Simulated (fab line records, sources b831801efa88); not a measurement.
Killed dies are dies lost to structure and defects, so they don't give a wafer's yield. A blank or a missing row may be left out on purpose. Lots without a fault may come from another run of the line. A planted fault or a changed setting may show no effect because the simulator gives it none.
Which tool did it? | flow sky130 | 11 lots, 33 wafers sampled, at 1 step of a route of 708

WHAT THE GAUGES READ, wafer by wafer
SKY_VIA3_OVL_MEAS_13.
lot  | measured     | on         | VIA3_OVL (nm)
L158 | day 39 15:25 | overlay-02 | 3 4 -2
L159 | day 40 07:10 | overlay-02 | -3 2 2
L160 | day 40 12:07 | overlay-02 | 9 4 1
L161 | day 40 16:19 | overlay-01 | 7 12 16
L165 | day 41 14:58 | overlay-01 | 3 7 1
L170 | day 42 23:22 | overlay-01 | 7 6 10
L176 | day 44 16:42 | overlay-02 | -1 3 4
L177 | day 44 19:28 | overlay-01 | 10 14 9
L179 | day 45 14:16 | overlay-01 | 10 -1 3
L180 | day 45 16:19 | overlay-01 | 7 8 1
L181 | day 46 00:45 | overlay-01 | 7 10 -2

WHICH TOOL RAN EACH LOT (tool, then ch and the chambers of the sampled wafers, then the start)
The record holds no process step before these readings.

THE ANSWER, worked out from the rows above alone
Rule: what is usual is taken from the lots themselves. Put in order of their means at a reading, lots are off if they are a third of the lots or fewer, leave a main group of 4 or more, and stand apart from it by a gap of 3 or more times the standard deviation of the main group's means; of several such gaps the widest counts. A main group whose means are all the same, to the digits that the tables above print for the reading, isn't used. A lot without any number at a reading at which 4 lots or more have one is off too. The other lots that the step has rows for count as sound.
No lot is off at any reading shown: from this, nothing can be told.

WHAT THE SIMULATOR HAD PUT IN
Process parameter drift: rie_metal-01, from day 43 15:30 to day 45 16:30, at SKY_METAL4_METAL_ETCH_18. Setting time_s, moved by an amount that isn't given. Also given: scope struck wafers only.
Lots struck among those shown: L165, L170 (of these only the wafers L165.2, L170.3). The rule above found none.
